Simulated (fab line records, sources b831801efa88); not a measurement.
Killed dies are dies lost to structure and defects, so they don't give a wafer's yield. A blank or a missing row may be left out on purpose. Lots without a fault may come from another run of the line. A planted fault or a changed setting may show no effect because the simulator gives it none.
fab line records | flow gf180mcu
record lots=12 wafers=35 last_day=34
route steps=602 shown V3@445 M4@461 V4@476
lots that met no fault: from a run of the same line without faults
start_h: hours from the record's first day to the start of the lot's first wafer shown | wait_h: hours since the lot's step before | " the same as in the row above | L1.1+2: a row that stands for several wafers | - no value, or no start given | * or withheld: withheld | < > ~ a bound
route shown NAME@n: a module of which the file shows steps, and the number in the route of the first | usual: mean/standard deviation of fault-free wafers | same: alike in all rows | chamber/n: place in a boat | sites: the reading at each site | _std_site: their standard deviation | _edge_site: outer sites' mean less inner sites' | radius_mm: how far each site lies from the wafer's centre | mask NAME#n: copy n | behind: the tool/chamber that last shaped the wafer | hold: why the lot was held/for how many hours/how that ended | device: the transistor (n, p or np) that didn't switch | end of line: the same wafers' tests at the end of the route | a step without rows: its recipe alone | killed: dies lost to structure and defects at the first sort, not the wafer's yield | map: a wafer's dies, x killed, . not, _ none there
set.NAME: the setting as run; set.NAME@STEP: as run at that earlier step | model.NAME: the simulator's own value behind a step, which no gauge read
steps of the route over a sample of lots; a table a step, a row a wafer
services: from which hour (start_h, from the record's first day; less than 0 if before it) a tool's chamber was out of use, for how many hours, and why
## steps
# step GF_V3_ETCH_16
# recipe chemistry=N2/H2 target_depth_a=withheld overetch_a=withheld time_s=withheld target=BARC ion_energy_ev=200 source_w=500 bias_w=100 pressure_mtorr=30 n2_flow_sccm=100 h2_flow_sccm=200
# usual drypump_motor_current_A=5.6/0.41 n2_flow_sccm=100.0/0.31 oes_product_au=0.854/0.0047 throttle_valve_pct=13.225/0.0086
# columns lot.wafer tool chamber start_h wait_h drypump_motor_current_A n2_flow_sccm oes_product_au throttle_valve_pct
L643.1 rie_diel-02 1 531.18 0.0 5.9 99.8 0.853 13.229
L643.2 " 3 " " 5.3 99.9 0.856 13.222
L643.3 " 0 " " 4.9 100.3 0.857 13.228
L649.1 rie_diel-03 2 582.84 0.0 5.2 100.0 0.858 13.220
L649.2 " 0 " " 5.8 100.3 0.858 13.227
L649.6 " 1 " " 6.4 99.6 0.860 13.219
L652.1 rie_diel-04 1 600.13 0.0 5.8 100.0 0.850 13.224
L652.2 " 0 " " 5.9 100.1 0.855 13.238
L652.4 " 1 " " 5.8 99.6 0.848 13.224
L653.2 rie_diel-02 2 608.98 0.0 5.6 100.3 0.862 13.229
L653.3 " 0 " " 4.9 100.1 0.857 13.234
L653.5 " 0 " " 4.9 99.7 0.852 13.237
L655.4 rie_diel-03 1 619.55 0.0 6.3 99.9 0.854 13.224
L655.5 " 0 " " 5.9 100.1 0.860 13.222
L655.6 " 3 " " 5.9 100.3 0.855 13.221
L658.4 rie_diel-03 1 646.83 0.0 6.3 100.0 0.854 13.238
L658.5 " 2 " " 5.2 99.7 0.854 13.227
L658.6 " 3 " " 5.8 100.4 0.860 13.221
L659.1 rie_diel-02 3 652.85 0.0 5.3 99.8 0.848 13.218
L659.4 " 0 " " 4.9 99.4 0.855 13.225
L659.5 " 1 " " 5.9 100.3 0.854 13.217
L661.4 rie_diel-02 3 664.39 0.0 5.3 100.1 0.846 13.224
L661.5 " 2 " " 5.6 99.9 0.850 13.225
L661.6 " 3 " " 5.3 100.4 0.857 13.234
L662.1 rie_diel-02 2 671.28 0.0 5.5 100.0 0.852 13.216
L662.5 " 1 " " 5.9 100.2 0.858 13.238
L662.6 " 2 " " 5.6 100.3 0.855 13.228
L663.3 rie_diel-03 3 671.63 0.0 5.9 99.7 0.855 13.215
L663.5 " 0 " " 5.8 100.4 0.860 13.230
L663.6 " 3 " " 5.9 99.6 0.856 13.234
L664.1 rie_diel-02 3 675.15 0.0 5.3 99.9 0.857 13.221
L664.5 " 0 " " 4.9 99.5 0.849 13.232
L665.4 rie_diel-03 1 676.87 0.0 6.3 99.5 0.857 13.235
L665.5 " 3 " " 5.9 100.2 0.863 13.232
L665.6 " 1 " " 6.3 99.4 0.857 13.212
# step GF_M4_RS_MEAS_05
# recipe thk_meas_gauge=four-point-probe reads=TiN_of_M4_SPUTTER_04+Ti_of_M4_SPUTTER_03+AlCu_of_M4_SPUTTER_02+TiN_of_M4_SPUTTER_01+Ti_of_M4_SPUTTER_00
# usual M4_ALCU_RS=0.0697/0.0008
# columns lot.wafer tool chamber start_h wait_h M4_ALCU_RS[ohm/sq]
L643.1 film_metro-01 - 532.76 0.0 0.0704
L643.2 " - " " 0.0689
L643.3 " - " " 0.0695
L649.1 film_metro-02 - 584.43 0.0 0.0707
L649.2 " - " " 0.0713
L649.6 " - " " 0.0711
L652.1 film_metro-03 - 601.76 0.0 0.0701
L652.2 " - " " 0.0700
L652.4 " - " " 0.0690
L653.2 film_metro-01 - 610.65 0.0 0.0700
L653.3 " - " " 0.0697
L653.5 " - " " 0.0696
L655.4 film_metro-03 - 621.55 0.1 0.0701
L655.5 " - " " 0.0699
L655.6 " - " " 0.0699
L658.4 film_metro-01 - 648.47 0.1 0.0694
L658.5 " - " " 0.0692
L658.6 " - " " 0.0695
L659.1 film_metro-01 - 654.43 0.0 0.0697
L659.4 " - " " 0.0692
L659.5 " - " " 0.0690
L661.4 film_metro-02 - 666.04 0.1 0.0696
L661.5 " - " " 0.0704
L661.6 " - " " 0.0696
L662.1 film_metro-03 - 672.88 0.0 0.0698
L662.5 " - " " 0.0701
L662.6 " - " " 0.0702
L663.3 film_metro-01 - 673.26 0.1 0.0687
L663.5 " - " " 0.0688
L663.6 " - " " 0.0689
L664.1 film_metro-01 - 676.73 0.0 0.0697
L664.5 " - " " 0.0690
L665.4 film_metro-03 - 678.55 0.1 0.0691
L665.5 " - " " 0.0680
L665.6 " - " " 0.0681
# step GF_M4_OVL_MEAS_15
# usual M4_OVL=0/4.9
# columns lot.wafer tool chamber start_h wait_h M4_OVL[nm]
L643.1 overlay-02 - 555.45 0.1 3
L643.2 " - " " 1
L643.3 " - " " 2
L649.1 overlay-01 - 605.00 0.1 -1
L649.2 " - " " -2
L649.6 " - " " -1
L652.1 overlay-01 - 622.17 0.1 -3
L652.2 " - " " -2
L652.4 " - " " -5
L653.2 overlay-02 - 630.20 0.1 11
L653.3 " - " " -4
L653.5 " - " " -1
L655.4 overlay-02 - 642.26 0.1 -7
L655.5 " - " " 1
L655.6 " - " " -4
L658.4 overlay-02 - 668.27 0.1 0
L658.5 " - " " -8
L658.6 " - " " 3
L659.1 overlay-02 - 673.47 0.1 6
L659.4 " - " " 1
L659.5 " - " " 7
L661.4 overlay-02 - 684.88 0.1 4
L661.5 " - " " -5
L661.6 " - " " 3
L662.1 overlay-01 - 692.79 0.1 3
L662.5 " - " " -5
L662.6 " - " " -2
L663.3 overlay-02 - 692.83 0.1 6
L663.5 " - " " 5
L663.6 " - " " 11
L664.1 overlay-01 - 695.89 0.1 4
L664.5 " - " " -4
L665.4 overlay-01 - 697.12 0.1 1
L665.5 " - " " -4
L665.6 " - " " -7
# step GF_V4_CVD_00
# recipe material=SiO2 target_thk_nm=600 sigma_open_frac=0.3 temp_c=400 time_s=100 sih4_flow_sccm=60 pressure_mtorr=6
# usual sih4_flow_sccm=59.99/0.18
# columns lot.wafer tool chamber start_h wait_h sih4_flow_sccm
L643.1 hdpcvd-02 0 556.18 0.0 60.03
L643.2 " 2 " " 60.13
L643.3 " 1 " " 60.31
L649.1 hdpcvd-01 0 605.85 0.0 29.77
L649.2 " 2 " " 60.06
L649.6 " 0 " " 29.89
L652.1 hdpcvd-02 1 622.96 0.0 59.87
L652.2 " 2 " " 60.16
L652.4 " 0 " " 60.17
L653.2 hdpcvd-01 1 630.90 0.0 59.89
L653.3 " 0 " " 29.75
L653.5 " 1 " " 60.29
L655.4 hdpcvd-02 1 642.98 0.0 59.91
L655.5 " 2 " " 60.12
L655.6 " 0 " " 60.01
L658.4 hdpcvd-02 2 669.02 0.0 60.33
L658.5 " 1 " " 59.95
L658.6 " 0 " " 60.15
L659.1 hdpcvd-02 1 674.25 0.0 59.84
L659.4 " 2 " " 59.63
L659.5 " 0 " " 60.18
L661.4 hdpcvd-02 1 685.60 0.0 60.06
L661.5 " 0 " " 60.21
L661.6 " 2 " " 59.98
L662.1 hdpcvd-02 2 693.49 0.0 59.84
L662.5 " 2 " " 60.10
L662.6 " 1 " " 59.96
L663.3 hdpcvd-01 2 693.51 0.0 60.08
L663.5 " 0 " " 59.98
L663.6 " 2 " " 60.23
L664.1 hdpcvd-01 2 696.59 0.0 60.08
L664.5 " 2 " " 60.10
L665.4 hdpcvd-01 0 697.83 0.0 59.95
L665.5 " 2 " " 60.12
L665.6 " 1 " " 59.82
# step GF_V4_THK_MEAS_01
# recipe reads=SiO2_of_V4_CVD_00
# usual V4_CVD_00_THK=599/6.6
# columns lot.wafer tool chamber start_h wait_h V4_CVD_00_THK[nm]
L643.1 film_metro-01 - 556.25 0.0 599
L643.2 " - " " 606
L643.3 " - " " 611
L649.1 film_metro-01 - 605.92 0.0 295
L649.2 " - " " 598
L649.6 " - " " 297
L652.1 film_metro-02 - 623.03 0.0 601
L652.2 " - " " 597
L652.4 " - " " 586
L653.2 film_metro-04 - 630.98 0.0 601
L653.3 " - " " 288
L653.5 " - " " 606
L655.4 film_metro-04 - 643.05 0.0 605
L655.5 " - " " 590
L655.6 " - " " 592
L658.4 film_metro-04 - 669.09 0.0 594
L658.5 " - " " 606
L658.6 " - " " 594
L659.1 film_metro-02 - 674.32 0.0 605
L659.4 " - " " 606
L659.5 " - " " 586
L661.4 film_metro-02 - 685.67 0.0 604
L661.5 " - " " 595
L661.6 " - " " 599
L662.1 film_metro-01 - 693.57 0.0 609
L662.5 " - " " 600
L662.6 " - " " 614
L663.3 film_metro-04 - 693.61 0.1 599
L663.5 " - " " 603
L663.6 " - " " 607
L664.1 film_metro-04 - 696.67 0.0 600
L664.5 " - " " 605
L665.4 film_metro-02 - 697.90 0.0 592
L665.5 " - " " 599
L665.6 " - " " 601
## services
# columns tool chamber start_h hours kind
rie_diel-04 1 522.06 4.9 repair
rie_diel-03 0 525.50 6.2 repair
hdpcvd-01 - 539.25 15.0 pm
hdpcvd-01 0 539.25 15.0 vent_cycle
hdpcvd-01 1 539.25 15.0 vent_cycle
hdpcvd-01 2 539.25 15.0 vent_cycle
hdpcvd-01 0 554.25 - clean
hdpcvd-01 1 554.25 - clean
hdpcvd-01 2 554.25 - clean
rie_diel-02 1 559.05 - clean
rie_diel-02 1 559.05 20.5 scheduled_down
rie_diel-02 1 559.05 20.5 vent_cycle
rie_diel-04 2 599.67 4.3 repair
hdpcvd-01 - 600.56 2.8 pm
rie_diel-03 - 611.68 1.2 repair
rie_diel-03 - 624.23 0.2 repair
rie_diel-03 2 663.32 70.2 repair
hdpcvd-01 - 668.92 0.8 repair
rie_diel-03 0 674.54 35.4 repair
rie_diel-04 0 677.95 3.0 repair
rie_diel-02 0 680.29 1.5 repair
rie_diel-04 - 683.45 2.1 repair
rie_diel-02 - 691.45 0.1 repair
hdpcvd-02 - 693.57 6.0 pm
## key
first_sign step=GF_V4_CVD_00 reading=sih4_flow_sccm direction=down sigmas=99+ usual=59.99 struck=29.80
effect step=GF_V4_THK_MEAS_01 reading=V4_CVD_00_THK direction=down sigmas=46 usual=599 struck=294
met_at GF_V4_CVD_00
struck_lots L649,L653
struck_wafers L649.1,L649.6,L653.3
not_acting_at GF_V3_ETCH_16,GF_M4_RS_MEAS_05,GF_M4_OVL_MEAS_15
fault kind=process_parameter_drift tool=hdpcvd-01 chamber=0 onset_h=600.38 steps=GF_V4_CVD_00 channel=sih4_flow_sccm offset=-30 shape=step end_h=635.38 acts_in=these_recipes_only stated=60
